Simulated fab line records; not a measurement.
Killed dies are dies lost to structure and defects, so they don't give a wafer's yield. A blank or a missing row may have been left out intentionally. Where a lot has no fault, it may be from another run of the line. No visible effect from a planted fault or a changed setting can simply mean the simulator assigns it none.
Which tool was responsible? -- flow gf180mcu -- 6 lots with 18 wafers sampled at 4 steps, on a route of 602 steps

## WHAT EACH GAUGE READ, for each wafer
GF_M1_THK_MEAS_06: measures by xrf.
lot,measured,on,M1_ALCU_THK (nm)
L995,day 17 06:11,film-metro-03,457 458 458
L997,day 18 00:20,film-metro-04,457 452 458
L100,day 19 05:50,film-metro-04,464 465 461
L102,day 20 05:33,film-metro-03,458 456 456
L106,day 21 14:28,film-metro-02,454 456 450
L108,day 22 01:54,film-metro-03,482 480 475

## TOOL THAT RAN EACH LOT (tool first, then ch and the chambers of the sampled wafers, then the start)
lot,GF_SAB_CVD_00,GF_SAB_STRIP_13,GF_M1_SPUTTER_04
L995,"pecvd-01 ch 0,1,2, day 15 06:05","plasma-asher-03 ch 0,1, day 16 04:16","pvd-sputter-03, day 17 06:01"
L997,"pecvd-03 ch 1,2, day 15 23:32","plasma-asher-03 ch 0,1, day 16 22:01","pvd-sputter-02, day 18 00:11"
L100,"pecvd-03 ch 0,1,2, day 17 04:08","plasma-asher-02 ch 0,1, day 18 02:55","pvd-sputter-02, day 19 05:40"
L102,"pecvd-03 ch 0,2, day 18 01:45","plasma-asher-03 ch 0, day 19 01:31","pvd-sputter-02, day 20 05:23"
L106,"pecvd-01 ch 0,1,2, day 19 11:06","plasma-asher-02 ch 0,1, day 20 11:31","pvd-sputter-01, day 21 14:19"
L108,"pecvd-04 ch 1,2, day 19 23:38","plasma-asher-03 ch 0,1, day 20 23:10","pvd-sputter-02, day 22 01:44"
- GF_SAB_CVD_00: deposits SiO2 from TEOS, target thk 50 nm, time 4.9302 s.
- GF_SAB_STRIP_13: strips in O2/N2.
- GF_M1_SPUTTER_04: material TiN, target thk 50 nm, time 41.7 s.

## THE ANSWER, worked out from the rows above alone
Rule: the usual values come from the lots themselves. Put in order of their means at a reading, lots are off if they are a third of the lots or fewer, leave a main group of 4 or more, and stand apart from it by a gap of 3 or more times the standard deviation of the main group's means; of several such gaps the widest counts. If all means in a main group match to the digits the tables above print for the reading, that group is not used. Also off: a lot with no number at a reading for which 4 or more lots have one. All remaining lots with rows at the step are treated as sound.
Off: L108, seen at GF_M1_THK_MEAS_06 (M1_ALCU_THK). The main group has a mean of 457 nm with a standard deviation of 3.3.
A tool fits if, at a process step before that reading, it ran every lot that is off, and no sound lot after the first of them. Gauges at GF_M1_THK_MEAS_06: tried the same way as those tools. Can't be told from this: 4 tools fit, pecvd-04 at GF_SAB_CVD_00, plasma-asher-03 at GF_SAB_STRIP_13, pvd-sputter-02 at GF_M1_SPUTTER_04, film-metro-03 at GF_M1_THK_MEAS_06.

## WHAT WAS PUT IN BY THE SIMULATOR
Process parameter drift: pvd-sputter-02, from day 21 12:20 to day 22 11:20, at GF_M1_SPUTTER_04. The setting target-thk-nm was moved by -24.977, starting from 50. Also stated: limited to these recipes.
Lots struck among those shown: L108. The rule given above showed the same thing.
